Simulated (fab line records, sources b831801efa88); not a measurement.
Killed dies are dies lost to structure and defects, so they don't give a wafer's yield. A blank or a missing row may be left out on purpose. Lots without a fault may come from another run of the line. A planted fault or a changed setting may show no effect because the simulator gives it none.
Which tool did it? | flow sky130 | 11 lots, 32 wafers sampled, at 4 steps of a route of 708

WHAT THE GAUGES READ, wafer by wafer
SKY_NWELL_TW_MEAS_15.
lot  | measured     | on            | NWELL_TW
L195 | day 4 14:22  | film_metro-01 | 1845 1865 1851
L196 | day 4 20:04  | film_metro-03 | 1805 1812 1790
L198 | day 5 07:52  | film_metro-01 | 1830 1827 1842
L199 | day 5 12:55  | film_metro-02 | 1817 1829 1827
L200 | day 6 02:02  | film_metro-01 | 1837 1838 1821
L201 | day 6 02:23  | film_metro-02 | 1817 1820 1815
L207 | day 7 11:58  | film_metro-02 | 1822 30 1825 30
L214 | day 9 04:52  | film_metro-03 | 1827 1821 1828
L215 | day 9 13:46  | film_metro-01 | 1833 1831 1832
L216 | day 9 18:53  | film_metro-01 | 1832 1835 1841
L218 | day 10 08:27 | film_metro-01 | 1827 1827 1837

WHICH TOOL RAN EACH LOT (tool, then ch and the chambers of the sampled wafers, then the start)
lot  | SKY_PWDE_STRIP_09                   | SKY_NWELL_DEVELOP_09              | SKY_NWELL_STRIP_14
L195 | plasma_asher-03 ch 0,1, day 3 21:41 | litho_track-04 ch 0, day 4 13:00  | plasma_asher-02 ch 0,1, day 4 14:16
L196 | plasma_asher-03 ch 0,1, day 4 02:58 | litho_track-02 ch 0, day 4 19:00  | plasma_asher-02 ch 0,1, day 4 19:58
L198 | plasma_asher-01 ch 0,1, day 4 13:49 | litho_track-02 ch 0, day 5 07:00  | plasma_asher-04 ch 0,1, day 5 07:46
L199 | plasma_asher-03 ch 0,1, day 4 19:10 | litho_track-02 ch 0, day 5 12:00  | plasma_asher-04 ch 0, day 5 12:48
L200 | plasma_asher-03 ch 0,1, day 5 06:37 | litho_track-04 ch 0, day 6 01:00  | plasma_asher-02 ch 0,1, day 6 01:56
L201 | plasma_asher-01 ch 0, day 5 06:47   | litho_track-04 ch 0, day 6 01:00  | plasma_asher-01 ch 1, day 6 02:17
L207 | plasma_asher-01 ch 0,1, day 6 17:23 | litho_track-04 ch 0, day 7 11:00  | plasma_asher-02 ch 0, day 7 11:52
L214 | plasma_asher-03 ch 0,1, day 8 09:25 | litho_track-02 ch 0, day 9 04:00  | plasma_asher-02 ch 0,1, day 9 04:45
L215 | plasma_asher-03 ch 0,1, day 8 17:00 | litho_track-03 ch 0, day 9 13:00  | plasma_asher-02 ch 0,1, day 9 13:40
L216 | plasma_asher-03 ch 0,1, day 8 21:17 | litho_track-02 ch 0, day 9 18:00  | plasma_asher-04 ch 0,1, day 9 18:47
L218 | plasma_asher-01 ch 0,1, day 9 09:35 | litho_track-02 ch 0, day 10 07:00 | plasma_asher-02 ch 0,1, day 10 08:21
- SKY_PWDE_STRIP_09: strips in O2/N2.
- SKY_NWELL_DEVELOP_09: develop time 60 s.
- SKY_NWELL_STRIP_14: strips in O2/N2.

THE ANSWER, worked out from the rows above alone
Rule: what is usual is taken from the lots themselves. Put in order of their means at a reading, lots are off if they are a third of the lots or fewer, leave a main group of 4 or more, and stand apart from it by a gap of 3 or more times the standard deviation of the main group's means; of several such gaps the widest counts. A main group whose means are all the same, to the digits that the tables above print for the reading, isn't used. A lot without any number at a reading at which 4 lots or more have one is off too. The other lots that the step has rows for count as sound.
Off: L207, at SKY_NWELL_TW_MEAS_15 (NWELL_TW). The main group: mean 1829, standard deviation 13.
A tool fits if, at a process step before that reading, it ran every lot that is off, and no sound lot after the first of them. The gauges at SKY_NWELL_TW_MEAS_15 are tried like those tools. Can't be told from this: 2 tools fit, litho_track-04 at SKY_NWELL_DEVELOP_09, film_metro-02 at SKY_NWELL_TW_MEAS_15.

WHAT THE SIMULATOR HAD PUT IN
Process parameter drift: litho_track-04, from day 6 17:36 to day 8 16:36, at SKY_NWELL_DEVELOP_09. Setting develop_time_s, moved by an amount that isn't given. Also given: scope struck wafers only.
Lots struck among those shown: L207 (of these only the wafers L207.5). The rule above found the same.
